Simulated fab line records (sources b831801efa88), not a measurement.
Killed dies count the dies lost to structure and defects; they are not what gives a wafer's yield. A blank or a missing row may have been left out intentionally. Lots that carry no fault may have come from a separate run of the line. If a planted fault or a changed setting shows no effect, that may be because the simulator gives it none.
A single fault, viewed from 2 desks | flow sky130 | each desk has only its own numbers; what lay behind them comes last

## AT THE TOOL OWNER'S DESK: pvd_sputter-02
The tool's own readings at SKY_VIA2_SPUTTER_20 (material TiN, target thk 20 nm, time 80 s): means of the sampled wafers that have a number, for each lot that ran on this tool. Marked OUT: a lot whose mean sits more than 4 standard deviations from the usual mean, which makes it out of limits; the brackets give that distance.
Columns: A = throttle_valve_pct at SKY_VIA2_SPUTTER_20, usual 30.4 %
lot  | first seen here | A
L571 | day 36 12:10    | 30.5
L572 | day 37 03:46    | 29.5
L575 | day 38 03:32    | 30.2
L576 | day 38 09:37    | 30.8
L583 | day 40 02:25    | 31.0
L591 | day 42 15:56    | 30.2
This desk's verdict: no lot among the 6 shows anything out of limits.

## FROM THE METROLOGY DESK
What the gauges read for every lot (on any tool): the sampled wafers with a number, averaged. Marked OUT: a lot whose mean sits more than 4 standard deviations from the usual mean, which makes it out of limits; the brackets give that distance.
Columns: A = VIA4_OVL at SKY_VIA4_OVL_MEAS_11, usual 0.9 nm
lot  | first seen here | A
L570 | day 42 18:46    | 1.9
L571 | day 42 22:59    | -2.0
L572 | day 43 10:53    | 0.8
L574 | day 44 07:35    | 1.9
L575 | day 44 13:26    | 1.2
L576 | day 44 17:22    | -0.2
L577 | day 44 17:40    | -0.1
L578 | day 44 23:59    | 1.8
L579 | day 45 03:55    | 1.2
L583 | day 46 02:26    | 3.4
L591 | day 48 06:02    | 0.4
L592 | day 48 08:43    | 0.7
This desk's verdict: no lot among the 12 shows anything out of limits.

## PUT TOGETHER
Nothing out of limits was seen by the tool owner's desk.
Metrology desk: nothing out of limits seen.

## WHAT THE SIMULATOR PUT IN
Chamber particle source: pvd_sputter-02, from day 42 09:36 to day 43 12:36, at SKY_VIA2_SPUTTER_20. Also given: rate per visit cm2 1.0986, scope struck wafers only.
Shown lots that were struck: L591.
